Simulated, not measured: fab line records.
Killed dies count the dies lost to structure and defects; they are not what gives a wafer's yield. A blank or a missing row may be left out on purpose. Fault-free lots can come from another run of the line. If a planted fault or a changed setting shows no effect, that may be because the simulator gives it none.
The same fault as seen by 2 desks :: flow gf180mcu :: each desk holds nothing but its own numbers, with what lay behind them at the end

## FROM THE METROLOGY DESK
Means of the sampled wafers that have a number, per lot and without regard to the tool the lot ran on: this is what the gauges read. If a lot's mean is further than 4 standard deviations from the usual mean, the lot is out of limits and carries the mark OUT (the distance appears in the brackets).
Columns: A = V2_CVD_00_THK at GF_V2_THK_MEAS_01, usual 600 nm; B = M3_ALCU_RS at GF_M3_RS_MEAS_05, usual 0.0695 ohm/sq; C = V3_CVD_02_THK at GF_V3_THK_MEAS_03, usual 851 nm
lot: L219
first seen here: day 19 07:57
A: 602
B: 0.0696
C: 860

lot: L220
first seen here: day 19 20:38
A: 603
B: 0.0698
C: 862

lot: L222
first seen here: day 20 14:18
A: 595
B: 0.0687
C: 848

lot: L224
first seen here: day 21 17:29
A: 607
B: 0.0700
C: 855

lot: L226
first seen here: day 22 08:11
A: 590
B: 0.0695
C: 851

lot: L227
first seen here: day 22 14:06
A: 593
B: 0.0687
C: 598 (-21) OUT

lot: L228
first seen here: day 22 20:31
A: 597
B: 0.0691
C: 592 (-22) OUT

lot: L236
first seen here: day 26 02:10
A: 611
B: 0.0689
C: 851

lot: L237
first seen here: day 26 04:17
A: 608
B: 0.0701
C: 847

lot: L238
first seen here: day 26 05:32
A: 608
B: 0.0690
C: 861

lot: L240
first seen here: day 26 23:59
A: 600
B: 0.0693
C: 858

lot: L241
first seen here: day 27 05:32
A: 590
B: 0.0697
C: 847
Per this desk, out of limits: L227, L228; the first was L227, day 24 15:32 (V3_CVD_02_THK at GF_V3_THK_MEAS_03). L219, L220, L222, L224, L226, L236, L237, L238, L240, L241 stayed within limits.

## FOR THE TOOL OWNER'S DESK: pecvd-01
The tool's own readings at GF_V3_CVD_02 (deposits SiO2 from TEOS, target thk 850 nm, time 94.851 s): means of the sampled wafers that have a number, for each lot that ran on this tool. If a lot's mean is further than 4 standard deviations from the usual mean, the lot is out of limits and carries the mark OUT (the distance appears in the brackets).
Columns: A = heater power w at GF_V3_CVD_02, usual 665 W
lot: L222
first seen here: day 22 16:51
A: 699

lot: L224
first seen here: day 23 19:49
A: 615

lot: L226
first seen here: day 24 09:13
A: 692

lot: L227
first seen here: day 24 15:26
A: 671

lot: L228
first seen here: day 24 21:38
A: 604

lot: L236
first seen here: day 27 22:04
A: 704

lot: L238
first seen here: day 28 01:25
A: 706

lot: L240
first seen here: day 28 18:57
A: 705
Finding of this desk: none of the 8 lots has anything out of limits.

## ALL TOGETHER
The metrology desk could have raised an alarm at day 24 15:32, on L227, L228.
Nothing out of limits was seen by the tool owner's desk.
On record at the tool owner's desk: L227, L228, within its limits.
GF_V3_CVD_02 was run on pecvd-01 by each of the lots named.

## WHAT HAD BEEN PUT IN BY THE SIMULATOR
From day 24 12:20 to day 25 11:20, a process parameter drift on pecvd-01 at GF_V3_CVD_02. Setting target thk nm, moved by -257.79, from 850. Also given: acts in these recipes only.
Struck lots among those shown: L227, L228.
Time in hours between the start of the fault and the first out-of-limits reading at each desk: metrology desk, 3.
